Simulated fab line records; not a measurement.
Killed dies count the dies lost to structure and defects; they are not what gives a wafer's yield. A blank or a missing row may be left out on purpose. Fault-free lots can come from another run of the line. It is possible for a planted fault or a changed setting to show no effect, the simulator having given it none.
Problem report, 8D (eight disciplines) form, completed by code :: flow gf180mcu :: the parts of the form that need people (team, actions taken, sign-off) are left out

== 1. PROBLEM STATEMENT ==
Wafers without a fault read 6500.1 W, standard deviation 1.3; cathode_dc_power_W at GF_MIM_SPUTTER_09 reads a mean of 7117.8 W on 2 wafers belonging to 2 lots. That is +99 or more standard deviations from the usual mean.
The step: material TiN, target thk 35 nm, time 29.2 s.
The first sign was on wafer L873.1 at day 29 22:34, on pvd_sputter-01. At this step, 39 wafers from 13 lots have a number in the record. Rule for "out", or "out of limits": more than 4 standard deviations from the usual mean. The rest of the wafers with a number are treated as sound.

== 2. WHAT THIS IS AND IS NOT ==
question: which readings at this step
is: cathode_dc_power_W
is not: throttle_valve_pct

question: which lots
is: L873, L876
is not: L856, L857, L860, L863, L864, L865, L866, L867, L871, L878, L879

question: which wafers of those lots
is: L873.1, L876.1
is not: L873.4, L873.6, L876.2, L876.5

question: read on which tools
is: pvd_sputter-01
is not: pvd_sputter-02, pvd_sputter-04

question: when
is: from day 29 22:34
is not: up to then (29 sound wafers); but 8 sound wafers of L876, L878, L879 came after

== 3. WHAT RULES OUT EACH SUSPECT ==
Counting: if a tool at a process step up to the reading ran every lot that is out, it stays a suspect. Sound lots after the first of them don't rule it out here, since some wafers of a struck lot are sound.
- pvd_sputter-01 at GF_MIM_SPUTTER_09 (material TiN, target thk 35 nm, time 29.2 s): kept. Every lot that is out went through it, the first being L873 (day 29 22:34); the last sound lot it ran before that was L867 (day 28 05:53). Out on those wafers are its own readings of cathode_dc_power_W.
After counting, what remains is pvd_sputter-01 at GF_MIM_SPUTTER_09.

== 4. THE CAUSE (what the simulator had put in) ==
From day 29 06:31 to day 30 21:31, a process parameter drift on pvd_sputter-01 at GF_MIM_SPUTTER_09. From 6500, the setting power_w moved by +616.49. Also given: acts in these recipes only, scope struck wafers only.
Only this tool survived the counting.

== 5. THE CHAIN OF EFFECTS, in route order ==
Each row: a reading where the mean over the struck wafers with a number is more than 3 standard deviations away from the usual. Only readings for which the record gives a usual standard deviation are gone through. hours: the time from each lot's start at the first step in this table that gives one to its start at this step, as a median over the lots. sigmas: the change in usual standard deviations.
hours: 0
step: GF_MIM_SPUTTER_09
reading: cathode_dc_power_W
usual: 6500.1 W
on struck wafers: 7117.8
change: +617.6
sigmas: +99 or more
Here are the process steps it includes:
- GF_MIM_SPUTTER_09: material TiN, target thk 35 nm, time 29.2 s.

== 6. HOW IT WOULD HAVE BEEN CAUGHT EARLIER ==
16 hours passed between the start of the fault at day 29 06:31 and the first reading out of limits in this record, taken at day 29 22:34.
